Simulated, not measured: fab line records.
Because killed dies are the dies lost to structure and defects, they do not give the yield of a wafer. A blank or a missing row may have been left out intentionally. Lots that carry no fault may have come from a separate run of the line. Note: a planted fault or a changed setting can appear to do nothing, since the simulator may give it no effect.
fab line records    flow sfqLine
record lots=16  wafers=48  lastDay=92
route steps=325 shown I1@80
lots untouched by any fault: they come from a run of this same line in which no faults occurred
startH: hours from the record's opening day to when the first of the lot's shown wafers began    waitH: hours elapsed since this lot's preceding step    " identical to the entry in the row above    L1.1+2: several wafers, shown together as one row    - value missing, or start not given    * or withheld: withheld    < > ~ a bound
route shown NAME@n: names a module that has steps shown in the file, with the first one's number in the route    usual: mean and standard deviation over wafers with no fault    same: alike in all rows    chamber/n: place in a boat    sites: readings site by site    _std_site: their standard deviation    _edge_site: inner sites' mean taken away from outer sites' mean    radiusMm: for every site, how far away it sits from the centre of the wafer    mask NAME#n: copy n    behind: tool/chamber where the wafer was last shaped    hold: why the lot was held/for how many hours/how that ended    device: the transistor (n, p or np) that didn't switch    end of line: tests run on the same wafers once the route is complete    a step without rows: its recipe alone    killed: at the first sort, the dies lost to defects and structure; wafer yield is something else    map: shows each die of a wafer: x if killed, . if not, _ if none is there
set.NAME: the setting the step ran with; set.NAME@STEP: the setting that earlier step ran with    model.NAME: the simulator's own value behind a step, which no gauge read
the route's steps for a sample of lots (tables are steps, rows are wafers)
services: the hour from which a tool's chamber was out of use, counted from the record's first day as startH (under 0 if before that day), plus the number of hours and why
## steps
# step SFQ_TRILAYER_I1_VIA_LITHO_EXPOSE_050
# recipe maskId=I1  na=0.6  sourceShape=conventional  sigmaOuter=0.65  targetCdNm=500  doseMj=21.3
# usual exposureDoseMJCm2=21.305/0.02  reticleTempC=22.99/0.12  stageVelMmS=500.00/0.26
lot.wafer  tool           chamber  startH  waitH  mask  exposureDoseMJCm2  reticleTempC  stageVelMmS
L759.1     krfScanner-01  0        595.73  -      I1#0  21.285             23.00         500.11
L759.2     "              0        "       "      I1#0  21.287             22.96         499.91
L759.5     "              0        "       "      I1#0  21.277             23.05         499.89
L761.1     krfScanner-01  0        604.13  -      I1#0  21.331             23.16         500.04
L761.2     "              0        "       "      I1#0  21.294             23.17         499.95
L761.5     "              0        "       "      I1#0  21.323             23.43         500.19
L762.1     krfScanner-02  0        630.66  -      I1#0  21.307             23.06         500.18
L762.4     "              0        "       "      I1#0  21.264             22.98         499.85
L762.5     "              0        "       "      I1#0  21.287             23.02         499.84
L763.2     krfScanner-02  0        645.26  -      I1#0  21.325             23.04         499.99
L763.4     "              0        "       "      I1#0  21.305             23.11         499.96
L763.5     "              0        "       "      I1#0  21.323             23.19         499.76
L765.1     krfScanner-01  0        658.38  -      I1#0  21.293             23.01         499.94
L765.2     "              0        "       "      I1#0  21.330             23.06         500.11
L765.4     "              0        "       "      I1#0  21.293             23.06         499.74
L766.2     krfScanner-02  0        667.11  -      I1#0  21.914             22.97         499.67
L766.4     "              0        "       "      I1#0  21.932             22.88         499.77
L766.5     "              0        "       "      I1#0  21.922             23.01         500.09
L767.4     krfScanner-02  0        674.71  -      I1#0  21.963             23.12         500.48
L767.5     "              0        "       "      I1#0  21.940             23.13         499.99
L767.6     "              0        "       "      I1#0  21.949             23.04         499.88
L768.2     krfScanner-02  0        685.11  -      I1#0  21.951             23.07         500.02
L768.3     "              0        "       "      I1#0  21.907             23.20         499.64
L768.5     "              0        "       "      I1#0  21.926             22.98         500.13
L769.1     krfScanner-02  0        693.31  -      I1#0  21.947             23.03         499.74
L769.3     "              0        "       "      I1#0  21.907             22.96         500.17
L769.4     "              0        "       "      I1#0  21.927             22.81         499.87
L771.3     krfScanner-01  0        715.98  -      I1#0  21.286             23.04         500.21
L771.4     "              0        "       "      I1#0  21.315             22.99         500.14
L771.6     "              0        "       "      I1#0  21.295             23.01         500.24
L775.1     krfScanner-01  0        746.78  -      I1#0  21.327             22.93         499.92
L775.2     "              0        "       "      I1#0  21.325             22.98         500.01
L775.5     "              0        "       "      I1#0  21.323             22.95         500.27
L776.3     krfScanner-01  0        792.78  -      I1#0  21.292             22.87         500.29
L776.4     "              0        "       "      I1#0  21.302             23.02         500.35
L776.5     "              0        "       "      I1#0  21.307             22.97         500.33
L778.3     krfScanner-01  0        928.85  -      I1#0  21.297             22.90         500.07
L778.4     "              0        "       "      I1#0  21.296             22.86         499.93
L778.6     "              0        "       "      I1#0  21.305             22.87         500.20
L779.3     krfScanner-01  0        934.85  -      I1#0  21.300             22.88         499.97
L779.5     "              0        "       "      I1#0  21.318             23.12         499.55
L779.6     "              0        "       "      I1#0  21.319             22.97         500.12
L780.1     krfScanner-01  0        944.05  -      I1#0  21.335             23.04         499.84
L780.2     "              0        "       "      I1#0  21.310             22.91         499.76
L780.6     "              0        "       "      I1#0  21.308             23.02         499.85
L781.1     krfScanner-01  0        960.85  -      I1#0  21.305             22.66         500.14
L781.2     "              0        "       "      I1#0  21.324             22.76         499.87
L781.6     "              0        "       "      I1#0  21.291             22.87         499.95
## services
tool           chamber  startH  hours  kind
krfScanner-01  -        620.93  1.3    pm
krfScanner-02  -        649.86  1.0    pm
krfScanner-01  -        659.58  0.8    pm
krfScanner-01  -        699.34  1.0    pm
krfScanner-02  -        715.06  1.3    pm
krfScanner-02  -        734.62  0.8    pm
krfScanner-01  -        797.18  1.3    pm
krfScanner-01  -        798.17  0.8    repair
krfScanner-01  -        805.32  0.2    repair
krfScanner-02  -        810.50  3.6    pm
krfScanner-02  -        819.07  1.0    pm
krfScanner-01  -        828.63  0.8    pm
krfScanner-01  -        854.41  4.4    pm
krfScanner-01  -        860.20  1.8    repair
krfScanner-01  -        864.91  1.0    pm
krfScanner-02  -        874.35  4.4    pm
krfScanner-01  -        879.79  1.8    repair
krfScanner-01  -        889.82  7.3    repair
krfScanner-02  -        898.05  1.3    pm
krfScanner-02  -        903.42  0.8    pm
## key
firstSign step=SFQ_TRILAYER_I1_VIA_LITHO_EXPOSE_050  reading=exposureDoseMJCm2  direction=up  sigmas=32  usual=21.305  struck=21.932
effect none on later readings
metAt SFQ_TRILAYER_I1_VIA_LITHO_EXPOSE_050
struckLots L766,L767,L768,L769
onsetBetween 645.26 667.11
fault kind=processParameterDrift  tool=krfScanner-02  chamber=-  onsetH=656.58  steps=SFQ_TRILAYER_I1_VIA_LITHO_EXPOSE_050  channel=doseMj  offset=0.62011  shape=step  actsIn=theseRecipesOnly  stated=21.3
